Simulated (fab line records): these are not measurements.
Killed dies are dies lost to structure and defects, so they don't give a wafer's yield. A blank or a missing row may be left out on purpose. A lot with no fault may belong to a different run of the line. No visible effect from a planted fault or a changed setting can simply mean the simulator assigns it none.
Chamber matching | flow gf180mcu | GF_V1_CMP_04 on cmp-01 has 4 sister chambers
The step polishes SiO2. 16 wafers are shown with their chamber, then 8 later ones without.

## WAFERS, EACH WITH ITS CHAMBER
wafer  | chamber | motor_current_A (A) | time_to_endpoint_s (s)
L086.1 | 0       | 13.7                | 80
L086.2 | 1       | 9.9                 | 77
L086.3 | 3       | 10.7                | 81
L086.4 | 2       | 12.4                | 85
L086.5 | 2       | 12.5                | 91
L086.6 | 1       | 10.5                | 92
L090.1 | 0       | 14.6                | 73
L090.2 | 1       | 10.8                | 76
L090.3 | 3       | 10.4                | 76
L090.4 | 2       | 12.7                | 84
L090.5 | 0       | 14.4                | 78
L090.6 | 1       | 10.6                | 78
L091.1 | 3       | 9.5                 | 77
L091.2 | 0       | 14.6                | 72
L091.3 | 2       | 12.3                | 77
L091.4 | 1       | 11.1                | 78

SIGNATURES, as means of the wafers listed above
reading            | chamber 0 | chamber 1 | chamber 2 | chamber 3 | scatter within a chamber
motor_current_A    | 14.325    | 10.580    | 12.475    | 10.200    | 0.428
time_to_endpoint_s | 75.75     | 80.20     | 84.25     | 78.00     | 5.28
Rule: a wafer's distance from a chamber is the root of the sum, over the readings, of the square of ((its reading less the chamber's mean) divided by the reading's scatter). If the next closest chamber is less than 2 further off than the closest, the wafer can't be placed; otherwise it belongs to the closest. The scatter: the root of (the sum of the squares of (reading less its chamber's mean) over the shown wafers, divided by (wafers less chambers)).

## WAFERS WHOSE CHAMBER IS MISSING
wafer  | motor_current_A (A) | time_to_endpoint_s (s)
L091.5 | 9.8                 | 80
L091.6 | 12.1                | 81
L092.1 | 13.5                | 72
L092.2 | 10.0                | 81
L092.3 | 12.6                | 83
L092.4 | 9.7                 | 83
L092.5 | 11.3                | 78
L092.6 | 14.4                | 78

## CHAMBER TAKEN BY EACH
wafer  | from the rows above          | in truth
L091.5 | can't be placed: 3 or 1      | 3
L091.6 | 2                            | 2
L092.1 | can't be placed: 0 or 2      | 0
L092.2 | can't be placed: 3 or 1      | 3
L092.3 | 2                            | 2
L092.4 | can't be placed: 3 or 1      | 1
L092.5 | can't be placed: 1 or 3 or 2 | 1
L092.6 | 0                            | 0
Correctly placed: 3 of 8. These rows do not allow placing 5 (true chamber among the candidates in 5). 0 placed wrongly.
